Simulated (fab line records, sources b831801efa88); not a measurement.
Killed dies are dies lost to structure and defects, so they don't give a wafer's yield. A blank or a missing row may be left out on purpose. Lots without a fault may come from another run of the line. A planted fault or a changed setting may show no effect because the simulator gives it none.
Which tool did it? | flow sky130 | 6 lots, 18 wafers sampled, at 2 steps of a route of 708

WHAT THE GAUGES READ, wafer by wafer
SKY_CAP2M_THK_MEAS_01.
lot  | measured     | on            | CAP2M_CVD_00_THK (nm)
L225 | day 40 06:20 | film_metro-02 | 15.46 15.64 15.81
L228 | day 40 11:05 | film_metro-03 | 15.81 15.67 15.56
L231 | day 41 13:55 | film_metro-03 | 15.59 15.71 15.84
L236 | day 43 02:29 | film_metro-02 | 15.53 15.38 15.94
L238 | day 43 17:17 | film_metro-02 | 15.64 15.34 15.69
L248 | day 46 01:57 | film_metro-03 | 15.32 15.34 15.66

WHICH TOOL RAN EACH LOT (tool, then ch and the chambers of the sampled wafers, then the start)
lot  | SKY_LDD_N_STRIP_16
L225 | plasma_asher-02 ch 0,1, day 18 07:11
L228 | plasma_asher-04 ch 0,1, day 18 14:01
L231 | plasma_asher-02 ch 0,1, day 19 23:32
L236 | plasma_asher-02 ch 0,1, day 22 04:52
L238 | plasma_asher-02 ch 0,1, day 22 23:57
L248 | plasma_asher-04 ch 0,1, day 26 00:28
- SKY_LDD_N_STRIP_16: strips in O2/N2.

THE ANSWER, worked out from the rows above alone
Rule: what is usual is taken from the lots themselves. Put in order of their means at a reading, lots are off if they are a third of the lots or fewer, leave a main group of 4 or more, and stand apart from it by a gap of 3 or more times the standard deviation of the main group's means; of several such gaps the widest counts. A main group whose means are all the same, to the digits that the tables above print for the reading, isn't used. A lot without any number at a reading at which 4 lots or more have one is off too. The other lots that the step has rows for count as sound.
No lot is off at any reading shown: from this, nothing can be told.

WHAT THE SIMULATOR HAD PUT IN
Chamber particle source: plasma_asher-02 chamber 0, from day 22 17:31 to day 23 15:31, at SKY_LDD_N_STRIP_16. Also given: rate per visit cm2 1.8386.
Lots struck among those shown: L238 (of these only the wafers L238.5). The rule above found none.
